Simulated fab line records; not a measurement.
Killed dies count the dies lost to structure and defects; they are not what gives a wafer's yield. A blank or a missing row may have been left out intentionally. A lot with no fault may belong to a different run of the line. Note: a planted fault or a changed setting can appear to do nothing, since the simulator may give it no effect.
fab line records -- flow sky130
record: lots: 14, wafers: 41, last-day: 50
route steps=708 shown METAL4@632 PAD_OPEN@708
lots untouched by any fault: they come from a run of this same line in which no faults occurred
start-h: start of the lot's first displayed wafer, in hours after the record's first day -- wait-h: hours elapsed since this lot's preceding step -- " unchanged from the row above -- L1.1+2: several wafers, shown together as one row -- - no value, or no start was given -- * or withheld: withheld -- < > ~ a bound
route shown NAME@n: names a module that has steps shown in the file, with the first one's number in the route -- usual: mean/standard deviation of fault-free wafers -- same: alike in all rows -- chamber/n: place in a boat -- sites: each site's reading -- _std_site: the values' standard deviation -- _edge_site: inner sites' mean taken away from outer sites' mean -- radius-mm: how far each site lies from the wafer's centre -- mask NAME#n: copy n -- behind: the tool/chamber that last shaped the wafer -- hold: why the lot was held/for how many hours/how that ended -- device: whichever transistor did not switch (one of n, p or np) -- end of line: the route-end tests of the same wafers -- a step with no rows: only its recipe -- killed: the dies lost at the first sort to structure and to defects; this is not the yield of the wafer -- map: shows each die of a wafer: x if killed, . if not, _ if none is there
set.NAME: the setting as run; set.NAME@STEP: as run at that earlier step -- model.NAME: the simulator's own value behind a step, which no gauge read
route steps across a sampled set of lots; one table per step, one row per wafer
services: from which hour (start-h, from the record's first day; less than 0 if before it) a tool's chamber was out of use, for how many hours, and why
== steps ==
step: SKY_METAL4_ETCH_16
recipe: chemistry: N2/H2, target: BARC, ion-energy-ev: 200, bias-w: 100, pressure-mtorr: 30, n2-flow-sccm: 100, h2-flow-sccm: 200, icp-w: 500, stop-on: SiO2, time-s: 88.2, target-depth-a: 600
usual: drypump-motor-current-A: 5.8/0.36, oes-product-au: 0.625/0.0047, run-length-s: 116.8/0.96, throttle-valve-pct: 13.204/0.0093
lot.wafer,tool,chamber,start-h,wait-h,drypump-motor-current-A,oes-product-au,rf-hours-counter-h,run-length-s,throttle-valve-pct
L827.3,rie-metal-04,0,979.42,0.0,5.8,0.630,-,116.9,13.199
L827.4,rie-metal-04,1,979.42,0.0,5.9,0.623,-,116.1,13.210
L827.5,rie-metal-04,1,979.42,0.0,5.9,0.628,-,116.0,13.205
L829.3,rie-metal-03,1,989.89,0.1,5.4,0.630,-,116.7,13.205
L829.4,rie-metal-03,1,989.89,0.1,5.4,0.628,-,117.2,13.204
L829.6,rie-metal-03,1,989.89,0.1,5.4,0.625,-,116.5,13.197
L830.1,rie-metal-03,1,995.87,0.1,5.4,0.630,18,116.5,13.186
L830.2,rie-metal-03,1,995.87,0.1,5.4,0.619,-,116.5,13.198
L830.6,rie-metal-03,1,995.87,0.1,5.4,0.626,-,116.5,13.209
L833.1,rie-metal-02,0,1039.99,0.0,6.0,0.632,17,116.5,13.185
L833.4,rie-metal-02,0,1039.99,0.0,6.0,0.628,-,116.4,13.206
L833.6,rie-metal-02,0,1039.99,0.0,6.0,0.627,-,116.6,13.205
L834.2,rie-metal-03,0,1042.61,0.0,5.3,0.626,12,119.1,13.209
L834.4,rie-metal-03,0,1042.61,0.0,5.3,0.639,-,119.7,13.199
L834.5,rie-metal-03,0,1042.61,0.0,5.3,0.631,-,119.1,13.198
L835.1,rie-metal-04,1,1046.55,0.0,5.9,0.624,6,116.3,13.187
L835.2,rie-metal-04,0,1046.55,0.0,5.8,0.625,4,116.9,13.214
L835.5,rie-metal-04,0,1046.55,0.0,5.8,0.628,-,117.0,13.201
L838.2,rie-metal-04,0,1058.54,0.0,5.9,0.632,5,117.4,13.196
L838.4,rie-metal-04,1,1058.54,0.0,5.9,0.628,-,116.1,13.210
L838.5,rie-metal-04,0,1058.54,0.0,5.9,0.618,-,117.1,13.214
L836.2,rie-metal-02,0,1060.44,0.0,6.0,0.622,18,116.6,13.210
L836.4,rie-metal-02,0,1060.44,0.0,6.0,0.625,-,116.4,13.211
L836.6,rie-metal-02,0,1060.44,0.0,6.0,0.624,-,116.8,13.222
L837.1,rie-metal-02,1,1061.80,0.0,6.4,0.624,20,116.0,13.199
L837.2,rie-metal-02,0,1061.80,0.0,6.0,0.634,18,116.8,13.200
L837.6,rie-metal-02,1,1061.80,0.0,6.4,0.624,-,116.3,13.217
L839.3,rie-metal-03,0,1066.20,0.1,5.3,0.620,-,116.3,13.207
L839.4,rie-metal-03,0,1066.20,0.1,5.3,0.634,-,116.8,13.200
L839.5,rie-metal-03,0,1066.20,0.1,5.3,0.618,-,116.2,13.191
L841.1,rie-metal-03,0,1077.18,0.1,5.3,0.653,16,113.1,13.208
L841.5,rie-metal-03,0,1077.18,0.1,5.3,0.648,-,112.4,13.216
L841.6,rie-metal-03,0,1077.18,0.1,5.3,0.635,-,112.4,13.196
L846.1,rie-metal-04,1,1103.30,0.0,5.9,0.623,11,116.6,13.193
L846.3,rie-metal-04,1,1103.30,0.0,5.9,0.624,-,116.1,13.188
L846.4,rie-metal-04,0,1103.30,0.0,5.8,0.618,-,117.3,13.189
L848.2,rie-metal-03,1,1119.34,0.0,5.3,0.646,3,112.9,13.215
L848.6,rie-metal-03,0,1119.34,0.0,5.3,0.645,-,112.4,13.205
L850.1,rie-metal-04,0,1123.45,0.0,5.8,0.622,12,120.4,13.204
L850.3,rie-metal-04,1,1123.45,0.0,5.9,0.630,-,119.2,13.217
L850.4,rie-metal-04,0,1123.45,0.0,5.8,0.631,-,120.0,13.207
step: SKY_PAD_OPEN_PROBE_99
usual: defect-limited-yield: 82.7/1.9, killed_at_M0_to_M3: 43/6.8, killed_at_M4_up: 3.0/1.8, killed-at-contacts: 23/5.4, killed-at-front-end: 15/4.4, killed-at-other: 0.3/0.51, killed-dies: 85/9.2, killed-open: 47/6.8, killed-short: 39/6.8, sort_bin_3_pad_short: 0.8/0.43, sort_bin_5_function: 10.3/1.5, sort_bin_6_memory: 6.2/0.96, sort-n-pass: 407/9.2, sort-yield-pct: 82.7/1.9
same: gross-dies: 492, killed-at-back-side: 0, sort_bin_4_leakage[%]: 0, sort_bin_8_speed[%]: 0
lot.wafer,tool,chamber,start-h,wait-h,defect-limited-yield[%],killed_at_M0_to_M3,killed_at_M4_up,killed-at-contacts,killed-at-front-end,killed-at-other,killed-dies,killed-open,killed-short,sort_bin_3_pad_short[%],sort_bin_5_function[%],sort_bin_6_memory[%],sort-n-pass,sort-yield-pct[%]
L827.3,prober-02,-,1075.12,0.2,81.5,39,3,31,18,0,91,58,33,0.6,9.8,8.1,401,81.5
L827.4,prober-02,-,1075.17,0.2,82.9,39,4,25,16,0,84,45,39,0.6,11.2,5.3,408,82.9
L827.5,prober-02,-,1075.22,0.2,82.1,33,6,33,16,0,88,49,39,0.8,11.0,6.1,404,82.1
L829.3,prober-02,-,1084.58,0.2,81.5,49,1,19,22,0,91,50,41,1.4,10.8,6.3,401,81.5
L829.4,prober-02,-,1084.63,0.2,83.7,36,2,20,21,1,80,37,43,0.8,9.8,5.7,412,83.7
L829.6,prober-02,-,1084.73,0.2,82.3,45,2,19,21,0,87,41,46,1.4,10.8,5.5,405,82.3
L830.1,prober-01,-,1090.32,0.1,83.7,46,3,18,13,0,80,47,33,0.4,8.1,7.7,412,83.7
L830.2,prober-01,-,1090.37,0.1,80.9,51,5,28,10,0,94,50,44,0.8,12.8,5.5,398,80.9
L830.6,prober-01,-,1090.57,0.2,84.1,46,3,19,10,0,78,49,29,1.4,8.5,5.9,414,84.1
L833.1,prober-02,-,1128.47,0.1,86.0,43,2,19,5,0,69,41,28,0.4,7.9,5.7,423,86.0
L833.4,prober-02,-,1128.62,0.2,82.5,52,4,18,11,1,86,51,35,0.8,9.8,6.9,406,82.5
L833.6,prober-02,-,1128.72,0.2,82.7,42,4,25,14,0,85,50,35,0.8,9.8,6.7,407,82.7
L834.2,prober-01,-,1130.83,0.1,83.3,41,2,25,13,1,82,40,42,1.2,9.6,5.9,410,83.3
L834.4,prober-01,-,1130.93,0.2,82.5,51,0,26,9,0,86,56,30,0.4,11.0,6.1,406,82.5
L834.5,prober-01,-,1130.98,0.2,84.6,33,5,28,10,0,76,46,30,0.6,8.9,5.9,416,84.6
L835.1,prober-02,-,1134.29,0.1,85.4,33,5,20,14,0,72,34,38,0.4,8.5,5.7,420,85.4
L835.2,prober-02,-,1134.34,0.1,85.4,39,2,21,10,0,72,35,37,1.4,8.9,4.3,420,85.4
L835.5,prober-02,-,1134.49,0.2,84.6,32,3,19,22,0,76,42,34,0.6,8.3,6.5,416,84.6
L838.2,prober-01,-,1144.48,0.1,85.4,41,1,15,15,0,72,45,27,0.2,7.9,6.5,420,85.4
L838.4,prober-01,-,1144.58,0.2,82.5,42,3,24,17,0,86,39,47,0.6,11.2,5.7,406,82.5
L838.5,prober-01,-,1144.63,0.2,80.9,49,7,20,17,1,94,54,40,1.0,11.6,6.5,398,80.9
L836.2,prober-02,-,1145.97,0.1,82.9,44,3,26,11,0,84,48,36,1.0,9.1,6.9,408,82.9
L836.4,prober-02,-,1146.07,0.2,84.1,44,1,19,13,1,78,44,34,0.4,10.8,4.7,414,84.1
L836.6,prober-02,-,1146.17,0.2,85.2,34,5,22,12,0,73,31,42,0.8,9.3,4.7,419,85.2
L837.1,prober-01,-,1147.07,0.1,84.8,35,4,20,16,0,75,39,36,0.6,8.5,6.1,417,84.8
L837.2,prober-01,-,1147.12,0.1,82.7,44,1,30,9,1,85,52,33,0.6,11.4,5.3,407,82.7
L837.6,prober-01,-,1147.32,0.2,84.1,38,6,16,17,1,78,46,32,0,9.3,6.5,414,84.1
L839.3,prober-02,-,1152.39,0.2,83.3,41,5,13,23,0,82,36,46,1.4,8.5,6.7,410,83.3
L839.4,prober-02,-,1152.44,0.2,82.9,46,3,18,16,1,84,43,41,1.0,9.1,6.9,408,82.9
L839.5,prober-02,-,1152.49,0.2,79.5,50,3,30,18,0,101,58,43,1.0,11.4,8.1,391,79.5
L841.1,prober-02,-,1162.78,0.1,81.9,39,2,30,18,0,89,52,37,1.0,10.4,6.7,403,81.9
L841.5,prober-02,-,1162.98,0.2,79.5,53,2,29,16,1,101,60,41,0.4,14.2,5.9,391,79.5
L841.6,prober-02,-,1163.03,0.2,86.6,32,4,12,17,1,66,37,29,0.8,7.5,5.1,426,86.6
L846.1,prober-01,-,1183.36,0.1,80.1,52,4,30,12,0,98,49,49,1.6,11.4,6.9,394,80.1
L846.3,prober-01,-,1183.46,0.2,80.7,45,3,25,21,1,95,52,43,0.8,10.8,7.7,397,80.7
L846.4,prober-01,-,1183.51,0.2,82.3,51,5,21,10,0,87,39,48,1.6,10.0,6.1,405,82.3
L848.2,prober-02,-,1197.92,0.1,83.5,40,5,24,12,0,81,44,37,1.2,8.9,6.3,411,83.5
L848.6,prober-02,-,1198.12,0.2,82.7,36,2,26,21,0,85,46,39,0.6,10.4,6.3,407,82.7
L850.1,prober-01,-,1199.54,0.1,79.1,54,2,37,10,0,103,60,43,1.2,11.8,7.9,389,79.1
L850.3,prober-01,-,1199.64,0.2,80.1,54,4,27,13,0,98,58,40,1.0,13.0,5.9,394,80.1
L850.4,prober-01,-,1199.69,0.2,81.3,52,3,17,20,0,92,43,49,0.8,12.6,5.3,400,81.3
killed by level:class
L827.3 CONTACT:geometric-particle:open=13 VIA1:geometric-particle:open=12 LI_CONTACT:geometric-particle:open=9 VIA2:geometric-particle:open=6 CONTACT:geometric-particle:short=5 FIELD_ISO:geometric-particle:open=4 POLY_GATE:geometric-particle:short=4 METAL2:geometric-particle:short=4
L827.4 VIA1:geometric-particle:open=11 CONTACT:geometric-particle:open=9 LI_CONTACT:geometric-particle:open=6 FIELD_ISO:geometric-particle:short=5 FIELD_ISO:geometric-particle:open=5 CONTACT:geometric-particle:short=5 METAL1:geometric-particle:short=5 VIA3:geometric-particle:open=5
L827.5 CONTACT:geometric-particle:open=12 LI_CONTACT:geometric-particle:open=8 METAL2:geometric-particle:short=8 VIA1:geometric-particle:open=7 FIELD_ISO:geometric-particle:open=5 LOCAL_INTERCONNECT:geometric-particle:short=5 VIA3:geometric-particle:open=5 METAL4:geometric-particle:short=5
L829.3 CONTACT:geometric-particle:open=9 VIA2:geometric-particle:open=9 FIELD_ISO:geometric-particle:short=8 VIA1:geometric-particle:open=7 VIA3:geometric-particle:open=6 VIA2:geometric-particle:short=6 FIELD_ISO:geometric-particle:open=5 POLY_GATE:geometric-particle:short=5
L829.4 VIA1:geometric-particle:open=9 POLY_GATE:geometric-particle:open=8 LI_CONTACT:geometric-particle:short=6 FIELD_ISO:geometric-particle:short=5 METAL3:geometric-particle:short=5 POLY_GATE:geometric-particle:short=5 VIA1:geometric-particle:short=5 VIA3:geometric-particle:open=5
L829.6 FIELD_ISO:geometric-particle:open=7 CONTACT:geometric-particle:short=7 CONTACT:geometric-particle:open=7 METAL1:geometric-particle:short=7 VIA1:geometric-particle:open=7 METAL2:geometric-particle:short=7 VIA2:geometric-particle:open=6 POLY_GATE:geometric-particle:short=5
L830.1 VIA1:geometric-particle:open=16 METAL2:geometric-particle:open=6 CONTACT:geometric-particle:open=5 FIELD_ISO:geometric-particle:open=4 FIELD_ISO:geometric-particle:short=4 LI_CONTACT:geometric-particle:open=4 LOCAL_INTERCONNECT:geometric-particle:short=4 CONTACT:geometric-particle:short=4
L830.2 VIA1:geometric-particle:open=14 CONTACT:geometric-particle:open=13 VIA3:geometric-particle:open=9 METAL2:geometric-particle:short=8 VIA2:geometric-particle:open=6 LI_CONTACT:geometric-particle:open=5 METAL4:geometric-particle:short=5 CONTACT:geometric-particle:short=4
L830.6 VIA1:geometric-particle:open=11 VIA2:geometric-particle:open=7 VIA3:geometric-particle:open=7 CONTACT:geometric-particle:short=6 VIA1:geometric-particle:short=5 CONTACT:geometric-particle:open=5 LI_CONTACT:geometric-particle:open=5 VIA3:geometric-particle:short=5
L833.1 VIA3:geometric-particle:open=12 LI_CONTACT:geometric-particle:open=7 VIA2:geometric-particle:open=7 VIA1:geometric-particle:open=7 VIA1:geometric-particle:short=5 VIA3:geometric-particle:short=4 CONTACT:geometric-particle:short=4 METAL3:geometric-particle:short=4
L833.4 VIA3:geometric-particle:open=9 VIA1:geometric-particle:open=8 VIA2:geometric-particle:open=8 LI_CONTACT:geometric-particle:open=7 VIA1:geometric-particle:short=7 CONTACT:geometric-particle:open=6 FIELD_ISO:geometric-particle:open=4 SPACER:geometric-particle:short=4
L833.6 CONTACT:geometric-particle:open=8 VIA1:geometric-particle:open=8 VIA3:geometric-particle:open=8 METAL1:geometric-particle:short=6 POLY_GATE:geometric-particle:short=5 LOCAL_INTERCONNECT:geometric-particle:open=5 VIA2:geometric-particle:open=5 LI_CONTACT:geometric-particle:open=4
L834.2 CONTACT:geometric-particle:open=10 VIA1:geometric-particle:open=10 VIA3:geometric-particle:open=6 POLY_GATE:geometric-particle:short=5 LI_CONTACT:geometric-particle:short=5 VIA2:geometric-particle:short=5 FIELD_ISO:geometric-particle:open=4 VIA1:geometric-particle:short=4
L834.4 VIA3:geometric-particle:open=14 LI_CONTACT:geometric-particle:open=10 VIA1:geometric-particle:open=8 VIA2:geometric-particle:open=7 CONTACT:geometric-particle:open=6 LOCAL_INTERCONNECT:geometric-particle:short=5 METAL2:geometric-particle:short=5 FIELD_ISO:geometric-particle:short=4
L834.5 CONTACT:geometric-particle:open=15 VIA1:geometric-particle:open=12 POLY_GATE:geometric-particle:short=5 LI_CONTACT:geometric-particle:open=5 VIA2:geometric-particle:open=5 METAL2:geometric-particle:short=4 CONTACT:geometric-particle:short=4 METAL4:geometric-particle:short=4
L835.1 CONTACT:geometric-particle:open=11 VIA1:geometric-particle:open=7 VIA1:geometric-particle:short=7 METAL1:geometric-particle:short=4 METAL2:geometric-particle:short=4 VIA2:geometric-particle:open=4 FIELD_ISO:geometric-particle:short=3 SPACER:geometric-particle:short=3
L835.2 VIA1:geometric-particle:short=7 POLY_GATE:geometric-particle:short=6 LI_CONTACT:geometric-particle:open=6 CONTACT:geometric-particle:open=6 VIA1:geometric-particle:open=6 VIA3:geometric-particle:open=6 METAL1:geometric-particle:short=4 VIA2:geometric-particle:open=4
L835.5 CONTACT:geometric-particle:open=7 VIA3:geometric-particle:open=7 SPACER:geometric-particle:short=5 POLY_GATE:geometric-particle:open=5 POLY_GATE:geometric-particle:short=5 VIA1:geometric-particle:open=5 LI_CONTACT:geometric-particle:open=4 CONTACT:geometric-particle:short=3
L838.2 VIA1:geometric-particle:open=11 VIA3:geometric-particle:open=8 FIELD_ISO:geometric-particle:open=6 LI_CONTACT:geometric-particle:open=6 METAL1:geometric-particle:short=6 VIA1:geometric-particle:short=4 VIA2:geometric-particle:open=4 POLY_GATE:geometric-particle:open=3
L838.4 METAL2:geometric-particle:short=9 LI_CONTACT:geometric-particle:open=8 CONTACT:geometric-particle:short=8 VIA1:geometric-particle:open=7 VIA2:geometric-particle:open=6 POLY_GATE:geometric-particle:open=5 VIA3:geometric-particle:open=5 FIELD_ISO:geometric-particle:short=4
L838.5 VIA2:geometric-particle:open=18 VIA1:geometric-particle:open=7 LI_CONTACT:geometric-particle:short=6 FIELD_ISO:geometric-particle:open=5 POLY_GATE:geometric-particle:short=5 LI_CONTACT:geometric-particle:open=5 POLY_GATE:geometric-particle:open=4 VIA3:geometric-particle:open=4
L836.2 LI_CONTACT:geometric-particle:open=13 METAL2:geometric-particle:short=10 VIA1:geometric-particle:open=10 CONTACT:geometric-particle:open=7 METAL1:geometric-particle:short=7 FIELD_ISO:geometric-particle:open=4 LOCAL_INTERCONNECT:geometric-particle:short=3 SPACER:geometric-particle:open=3
L836.4 VIA1:geometric-particle:open=12 CONTACT:geometric-particle:open=9 VIA1:geometric-particle:short=9 FIELD_ISO:geometric-particle:open=6 LI_CONTACT:geometric-particle:open=6 VIA2:geometric-particle:short=6 VIA2:geometric-particle:open=6 CONTACT:geometric-particle:short=4
L836.6 VIA1:geometric-particle:short=8 LI_CONTACT:geometric-particle:open=7 VIA1:geometric-particle:open=7 VIA2:geometric-particle:short=5 CONTACT:geometric-particle:short=5 CONTACT:geometric-particle:open=5 FIELD_ISO:geometric-particle:short=4 LOCAL_INTERCONNECT:geometric-particle:short=4
L837.1 METAL2:geometric-particle:short=7 CONTACT:geometric-particle:open=6 VIA2:geometric-particle:open=5 VIA3:geometric-particle:open=5 FIELD_ISO:geometric-particle:open=4 FIELD_ISO:geometric-particle:short=4 SPACER:geometric-particle:open=4 LI_CONTACT:geometric-particle:short=3
L837.2 CONTACT:geometric-particle:open=15 LI_CONTACT:geometric-particle:open=7 METAL1:geometric-particle:short=6 VIA1:geometric-particle:short=6 VIA1:geometric-particle:open=6 VIA2:geometric-particle:open=6 VIA3:geometric-particle:short=6 VIA3:geometric-particle:open=6
L837.6 VIA1:geometric-particle:open=7 VIA3:geometric-particle:open=7 LI_CONTACT:geometric-particle:open=6 VIA2:geometric-particle:open=6 METAL4:geometric-particle:short=6 FIELD_ISO:geometric-particle:open=5 METAL2:geometric-particle:short=5 POLY_GATE:geometric-particle:open=4
L839.3 POLY_GATE:geometric-particle:open=7 VIA1:geometric-particle:open=7 POLY_GATE:geometric-particle:short=6 VIA2:geometric-particle:open=6 CONTACT:geometric-particle:open=5 METAL1:geometric-particle:short=5 METAL4:geometric-particle:short=5 FIELD_ISO:geometric-particle:short=4
L839.4 VIA2:geometric-particle:open=11 VIA1:geometric-particle:open=8 METAL1:geometric-particle:short=7 LOCAL_INTERCONNECT:geometric-particle:short=5 METAL2:geometric-particle:short=5 POLY_GATE:geometric-particle:open=4 POLY_GATE:geometric-particle:short=4 LI_CONTACT:geometric-particle:open=4
L839.5 VIA1:geometric-particle:open=13 CONTACT:geometric-particle:open=10 VIA3:geometric-particle:open=8 LOCAL_INTERCONNECT:geometric-particle:short=7 METAL1:geometric-particle:short=7 LI_CONTACT:geometric-particle:open=6 VIA2:geometric-particle:open=6 CONTACT:geometric-particle:short=5
L841.1 CONTACT:geometric-particle:open=14 VIA1:geometric-particle:open=12 POLY_GATE:geometric-particle:open=6 LOCAL_INTERCONNECT:geometric-particle:short=6 METAL2:geometric-particle:short=6 CONTACT:geometric-particle:short=6 FIELD_ISO:geometric-particle:open=5 METAL1:geometric-particle:short=4
L841.5 VIA1:geometric-particle:open=15 CONTACT:geometric-particle:open=11 METAL2:geometric-particle:short=10 VIA2:geometric-particle:open=7 LI_CONTACT:geometric-particle:open=6 VIA3:geometric-particle:open=6 FIELD_ISO:geometric-particle:open=5 VIA2:geometric-particle:short=4
L841.6 VIA1:geometric-particle:open=8 POLY_GATE:geometric-particle:short=5 LI_CONTACT:geometric-particle:open=4 FIELD_ISO:geometric-particle:open=4 VIA1:geometric-particle:short=4 METAL2:geometric-particle:open=4 VIA2:geometric-particle:open=4 LOCAL_INTERCONNECT:geometric-particle:short=3
L846.1 VIA1:geometric-particle:open=12 METAL2:geometric-particle:short=12 LOCAL_INTERCONNECT:geometric-particle:short=8 METAL3:geometric-particle:short=7 CONTACT:geometric-particle:open=7 VIA3:geometric-particle:open=7 VIA2:geometric-particle:open=6 LI_CONTACT:geometric-particle:short=5
L846.3 VIA1:geometric-particle:open=13 CONTACT:geometric-particle:open=11 LI_CONTACT:geometric-particle:open=7 METAL1:geometric-particle:short=7 VIA1:geometric-particle:short=7 METAL2:geometric-particle:short=6 FIELD_ISO:geometric-particle:short=5 VIA2:geometric-particle:open=5
L846.4 METAL1:geometric-particle:short=10 VIA1:geometric-particle:open=9 CONTACT:geometric-particle:open=7 VIA3:geometric-particle:open=7 METAL2:geometric-particle:short=6 LI_CONTACT:geometric-particle:short=5 VIA3:geometric-particle:short=5 FIELD_ISO:geometric-particle:open=4
L848.2 CONTACT:geometric-particle:open=9 VIA3:geometric-particle:open=8 LI_CONTACT:geometric-particle:open=7 VIA1:geometric-particle:open=6 METAL2:geometric-particle:short=6 POLY_GATE:geometric-particle:short=4 CONTACT:geometric-particle:short=4 VIA1:geometric-particle:short=4
L848.6 CONTACT:geometric-particle:open=10 FIELD_ISO:geometric-particle:open=8 VIA2:geometric-particle:open=7 CONTACT:geometric-particle:short=7 VIA1:geometric-particle:open=7 FIELD_ISO:geometric-particle:short=4 POLY_GATE:geometric-particle:short=4 POLY_GATE:geometric-particle:open=4
L850.1 LI_CONTACT:geometric-particle:open=12 VIA2:geometric-particle:open=12 CONTACT:geometric-particle:open=12 VIA1:geometric-particle:open=8 VIA3:geometric-particle:open=8 CONTACT:geometric-particle:short=7 VIA1:geometric-particle:short=6 VIA2:geometric-particle:short=6
L850.3 VIA1:geometric-particle:open=14 CONTACT:geometric-particle:open=13 VIA3:geometric-particle:open=7 METAL2:geometric-particle:short=6 LI_CONTACT:geometric-particle:short=6 METAL1:geometric-particle:short=6 VIA2:geometric-particle:open=6 LI_CONTACT:geometric-particle:open=4
L850.4 VIA1:geometric-particle:open=12 FIELD_ISO:geometric-particle:open=8 VIA1:geometric-particle:short=8 CONTACT:geometric-particle:open=7 METAL1:geometric-particle:short=6 FIELD_ISO:geometric-particle:short=5 VIA2:geometric-particle:short=5 METAL2:geometric-particle:short=5
== services ==
tool,chamber,start-h,hours,kind
rie-metal-04,1,984.65,1.3,repair
rie-metal-03,0,987.24,25.1,repair
rie-metal-03,-,999.42,0.6,repair
rie-metal-03,-,1047.56,2.8,pm
rie-metal-03,1,1059.65,-,clean
rie-metal-03,1,1059.65,24.7,scheduled-down
rie-metal-03,1,1059.65,24.7,vent-cycle
== key ==
first-sign: step: SKY_METAL4_ETCH_16, reading: run-length-s, direction: down, sigmas: 4.4, usual: *, struck: *
effect: step: SKY_METAL4_ETCH_16, reading: oes-product-au, direction: up, sigmas: 4.3, usual: 0.625, struck: 0.646
met-at SKY_METAL4_ETCH_16
struck-lots L841,L848
onset-between 1066.20 1077.18
fault: kind: process-parameter-drift, tool: rie-metal-03, chamber: -, onset-h: 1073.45, steps: SKY_METAL4_ETCH_16, channel: time-s, offset: *, shape: step, end-h: 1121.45, acts-in: *, stated: *
